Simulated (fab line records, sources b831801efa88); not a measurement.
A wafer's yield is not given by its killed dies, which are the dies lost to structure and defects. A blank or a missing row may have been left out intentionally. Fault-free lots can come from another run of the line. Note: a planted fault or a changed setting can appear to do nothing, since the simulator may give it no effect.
Which tool did it?    flow gf180mcu    36 wafers from 12 lots sampled at 6 of the route's 602 steps

== WHAT THE GAUGES READ, wafer by wafer ==
GF_STI_CD_MEAS_12: target cd 220 nm.
lot   measured     on         cd_nm (nm)
L920  day 2 01:55  cd_sem-01  220.5 219.9 220.9
L921  day 2 07:46  cd_sem-02  220.7 220.4 220.1
L928  day 3 19:23  cd_sem-02  221.0 221.0 220.6
L929  day 3 23:58  cd_sem-02  218.1 220.6 220.7
L932  day 4 15:17  cd_sem-01  218.2 217.6 217.4
L933  day 4 20:10  cd_sem-01  217.6 218.0 218.2
L934  day 5 01:07  cd_sem-02  219.1 218.7 219.1
L935  day 5 06:50  cd_sem-01  221.2 222.1 222.2
L938  day 5 22:04  cd_sem-02  220.4 220.0 220.1
L939  day 6 04:00  cd_sem-02  220.9 220.3 219.6
L941  day 6 15:25  cd_sem-01  218.9 219.5 219.4
L943  day 7 01:38  cd_sem-01  219.8 220.8 220.1

GF_MVSD_TW_MEAS_11.
lot   measured      on             MVSD_TW
L920  day 4 12:43   film_metro-02  1620 1632 1628
L921  day 4 18:39   film_metro-04  1552 1554 1549
L928  day 6 07:04   film_metro-02  1492 1489 1491
L929  day 6 13:41   film_metro-01  1453 1452 1456
L932  day 7 06:09   film_metro-04  1588 1587 1582
L933  day 7 10:48   film_metro-04  1597 1602 1600
L934  day 7 18:12   film_metro-02  1611 1614 1620
L935  day 7 23:19   film_metro-01  1586 1582 1583
L938  day 9 08:36   film_metro-01  1563 1563 1571
L939  day 9 11:53   film_metro-01  1570 1565 1560
L941  day 9 15:00   film_metro-02  1630 1616 1622
L943  day 10 02:49  film_metro-01  1573 1586 1583

GF_VT_IMPLANT_RS_MEAS_46: uses a four-point probe to measure.
lot   measured      on             MVSD_RS (ohm/sq)
L920  day 7 14:34   film_metro-02  458.2 459.1 458.2
L921  day 7 20:06   film_metro-04  458.9 458.6 458.8
L928  day 9 16:29   film_metro-02  533.3 534.2 534.0
L929  day 10 00:05  film_metro-02  535.7 533.2 534.0
L932  day 10 19:25  film_metro-04  458.6 458.8 458.8
L933  day 11 01:21  film_metro-04  455.7 456.9 455.6
L934  day 11 11:50  film_metro-02  457.8 458.2 457.8
L935  day 11 16:25  film_metro-01  456.2 457.1 456.1
L938  day 13 07:56  film_metro-02  457.4 458.0 457.6
L939  day 13 11:59  film_metro-01  455.9 455.3 455.4
L941  day 13 15:12  film_metro-02  457.7 457.8 457.1
L943  day 14 04:37  film_metro-01  454.3 455.7 456.0

GF_VT_IMPLANT_RS_MEAS_49: uses a four-point probe to measure.
lot   measured      on             MVPSD_RS (ohm/sq)
L920  day 7 14:56   film_metro-02  1168.3 1168.3 1168.7
L921  day 7 20:28   film_metro-04  1169.2 1173.5 1173.0
L928  day 9 16:50   film_metro-02  1166.8 1169.2 1170.4
L929  day 10 00:27  film_metro-02  1169.2 1162.4 1170.0
L932  day 10 19:47  film_metro-04  1168.4 1169.5 1170.5
L933  day 11 01:43  film_metro-04  1169.8 1168.9 1166.3
L934  day 11 12:12  film_metro-02  1172.2 1172.3 1172.0
L935  day 11 16:47  film_metro-01  1169.7 1166.6 1168.8
L938  day 13 08:18  film_metro-02  1165.8 1163.9 1167.5
L939  day 13 12:21  film_metro-01  1170.3 1167.5 1169.5
L941  day 13 15:34  film_metro-02  1172.8 1176.0 1174.8
L943  day 14 04:58  film_metro-01  1170.7 1169.9 1169.9

== TOOL THAT RAN EACH LOT (tool first, then ch and the chambers of the sampled wafers, then the start) ==
lot   GF_STI_ETCH_14                   GF_MVSD_IMPLANT_08
L920  rie_si-02 ch 0,1,3, day 2 02:06  implanter-04 ch 0, day 4 12:20
L921  rie_si-02 ch 0,1,2, day 2 07:58  implanter-02 ch 0, day 4 18:15
L928  rie_si-02 ch 2,3, day 3 19:33    implanter-02 ch 0, day 6 06:42
L929  rie_si-02 ch 0,1,2, day 4 00:10  implanter-02 ch 0, day 6 13:17
L932  rie_si-02 ch 0,1,3, day 4 15:28  implanter-04 ch 0, day 7 05:46
L933  rie_si-02 ch 1,3, day 4 20:22    implanter-04 ch 0, day 7 10:24
L934  rie_si-02 ch 0,1,3, day 5 01:19  implanter-03 ch 0, day 7 17:48
L935  rie_si-01 ch 1,3, day 5 07:01    implanter-04 ch 0, day 7 22:56
L938  rie_si-01 ch 0,3, day 5 22:16    implanter-04 ch 0, day 9 08:12
L939  rie_si-01 ch 0,1,2, day 6 04:12  implanter-04 ch 0, day 9 11:29
L941  rie_si-02 ch 0,3, day 6 15:34    implanter-02 ch 0, day 9 14:38
L943  rie_si-01 ch 2,3, day 7 01:49    implanter-03 ch 0, day 10 02:26
- GF_STI_ETCH_14: etches Si in HBr/Cl2/O2, target depth 360 nm, time 102.9 s.
- GF_MVSD_IMPLANT_08

== WHAT THE TOOLS THEMSELVES READ (means of the sampled wafers that have a number; where no wafer has one, the mark that the record gives instead) ==
GF_STI_ETCH_14.
lot   tool       drypump_motor_current_A (A)  mfc_cl2_sccm (sccm)  oes_product_au (a.u.)  throttle_valve_pct (%)
L920  rie_si-02  5.8                          40.11                0.996                  25.658
L921  rie_si-02  5.7                          39.95                1.001                  25.659
L928  rie_si-02  5.9                          40.10                0.996                  25.658
L929  rie_si-02  5.7                          39.96                0.992                  25.666
L932  rie_si-02  5.7                          40.01                0.996                  25.665
L933  rie_si-02  5.4                          39.86                1.005                  25.651
L934  rie_si-02  5.7                          39.93                1.000                  25.658
L935  rie_si-01  5.9                          40.09                0.999                  25.656
L938  rie_si-01  5.9                          39.94                1.001                  25.651
L939  rie_si-01  6.0                          39.98                0.986                  25.655
L941  rie_si-02  6.0                          39.97                0.993                  25.649
L943  rie_si-01  5.5                          40.06                1.009                  25.642

GF_MVSD_IMPLANT_08.
lot   tool          dose_ions_cm2  faraday_current_uA
L920  implanter-04  1.6004e+13     89.7
L921  implanter-02  1.5995e+13     88.9
L928  implanter-02  1.1749e+13     67.3
L929  implanter-02  1.1748e+13     67.0
L932  implanter-04  1.6013e+13     88.5
L933  implanter-04  1.5997e+13     89.1
L934  implanter-03  1.5991e+13     90.4
L935  implanter-04  1.5986e+13     88.1
L938  implanter-04  1.6002e+13     92.1
L939  implanter-04  1.5997e+13     89.3
L941  implanter-02  1.5994e+13     91.1
L943  implanter-03  1.6002e+13     90.6

== THE ANSWER, worked out from the rows above alone ==
Rule: the usual values come from the lots themselves. The widest of any qualifying gaps counts: lots, ordered by their means at a reading, are off when they make up no more than a third of the lots, leave a main group of 4 or more, and stand apart from it by 3 or more times the standard deviation of that group's means. If all means in a main group match to the digits the tables above print for the reading, that group is not used. A lot without any number at a reading at which 4 lots or more have one is off too. Where the step has rows for the other lots, those lots are counted as sound. After the gauges, taken in route order, come the tools' own readings; for these a lot's mean is taken, as printed above. At the first step where some lot is off, the reading lying furthest off is the one used; lots without a number count as furthest.
Off: L928, L929, seen at GF_VT_IMPLANT_RS_MEAS_46 (MVSD_RS). The main group: mean 457.3 ohm/sq, standard deviation 1.2.
If a tool, at a process step before that reading, ran all the lots that are off and no sound lot after the first of them, it fits. The gauges at GF_VT_IMPLANT_RS_MEAS_46 aren't tried: what is off there is off at GF_MVSD_IMPLANT_08 too, on other tools, and a gauge's error can't cause that. Not one of the candidates tried fits.

== WHAT THE SIMULATOR PUT IN ==
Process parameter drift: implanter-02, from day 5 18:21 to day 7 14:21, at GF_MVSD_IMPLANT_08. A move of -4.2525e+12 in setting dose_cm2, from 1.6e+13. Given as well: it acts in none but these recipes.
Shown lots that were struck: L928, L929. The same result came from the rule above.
